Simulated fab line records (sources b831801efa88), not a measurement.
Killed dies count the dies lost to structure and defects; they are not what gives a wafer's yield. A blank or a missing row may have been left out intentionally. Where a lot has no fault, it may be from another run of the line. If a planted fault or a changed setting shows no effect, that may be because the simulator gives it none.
Matching of chambers || flow gf180mcu || rie diel-04 running GF_STI_ETCH_13: 4 sister chambers
The step etches the open film in CHF3/O2, stops on Si, target depth 282.31 nm, time 112.9 s. 8 wafers are shown with their chamber, then 7 later ones without.

== EACH WAFER AND ITS CHAMBER ==
{"wafer": "L454.4", "chamber": 0, "oes product au (a.u.)": 0.819, "throttle valve pct (%)": 8.805}
{"wafer": "L456.1", "chamber": 2, "oes product au (a.u.)": 0.836, "throttle valve pct (%)": 8.810}
{"wafer": "L456.5", "chamber": 0, "oes product au (a.u.)": 0.835, "throttle valve pct (%)": 8.812}
{"wafer": "L456.6", "chamber": 3, "oes product au (a.u.)": 0.829, "throttle valve pct (%)": 8.820}
{"wafer": "L460.2", "chamber": 3, "oes product au (a.u.)": 0.834, "throttle valve pct (%)": 8.792}
{"wafer": "L460.4", "chamber": 2, "oes product au (a.u.)": 0.829, "throttle valve pct (%)": 8.800}
{"wafer": "L462.1", "chamber": 1, "oes product au (a.u.)": 0.834, "throttle valve pct (%)": 8.802}
{"wafer": "L462.5", "chamber": 1, "oes product au (a.u.)": 0.822, "throttle valve pct (%)": 8.814}

== WAFERS MISSING THEIR CHAMBER ==
{"wafer": "L462.6", "oes product au (a.u.)": 0.830, "throttle valve pct (%)": 8.809}
{"wafer": "L463.4", "oes product au (a.u.)": 0.829, "throttle valve pct (%)": 8.813}
{"wafer": "L463.5", "oes product au (a.u.)": 0.824, "throttle valve pct (%)": 8.798}
{"wafer": "L463.6", "oes product au (a.u.)": 0.826, "throttle valve pct (%)": 8.810}
{"wafer": "L465.1", "oes product au (a.u.)": 0.833, "throttle valve pct (%)": 8.815}
{"wafer": "L465.3", "oes product au (a.u.)": 0.835, "throttle valve pct (%)": 8.808}
{"wafer": "L465.6", "oes product au (a.u.)": 0.834, "throttle valve pct (%)": 8.800}

== THE CHAMBER EACH PASSED THROUGH ==
{"wafer": "L462.6", "from the rows above": "can't be placed: 1 or 3 or 0 or 2", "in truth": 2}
{"wafer": "L463.4", "from the rows above": "can't be placed: 1 or 0 or 3 or 2", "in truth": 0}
{"wafer": "L463.5", "from the rows above": "can't be placed: 0 or 1 or 3 or 2", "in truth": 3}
{"wafer": "L463.6", "from the rows above": "can't be placed: 0 or 1 or 3 or 2", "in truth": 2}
{"wafer": "L465.1", "from the rows above": "can't be placed: 3 or 2 or 1 or 0", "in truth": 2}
{"wafer": "L465.3", "from the rows above": "can't be placed: 2 or 3 or 1 or 0", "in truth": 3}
{"wafer": "L465.6", "from the rows above": "can't be placed: 2 or 3 or 1 or 0", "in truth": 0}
0 of 7 placed correctly. Not placeable from these rows: 7 (in 7, the candidates include the true chamber). Number placed wrongly: 0.
How it was worked out, from the rows above alone: a wafer's distance from a chamber is the root of the sum, over the readings, of the square of ((its reading less the chamber's mean) divided by the reading's scatter). The wafer belongs to the nearest chamber; if the next one is less than 2 further off, it can't be placed. A chamber's mean is the mean of its shown wafers. The scatter: the root of (the sum of the squares of (reading less its chamber's mean) over the shown wafers, divided by (wafers less chambers)).
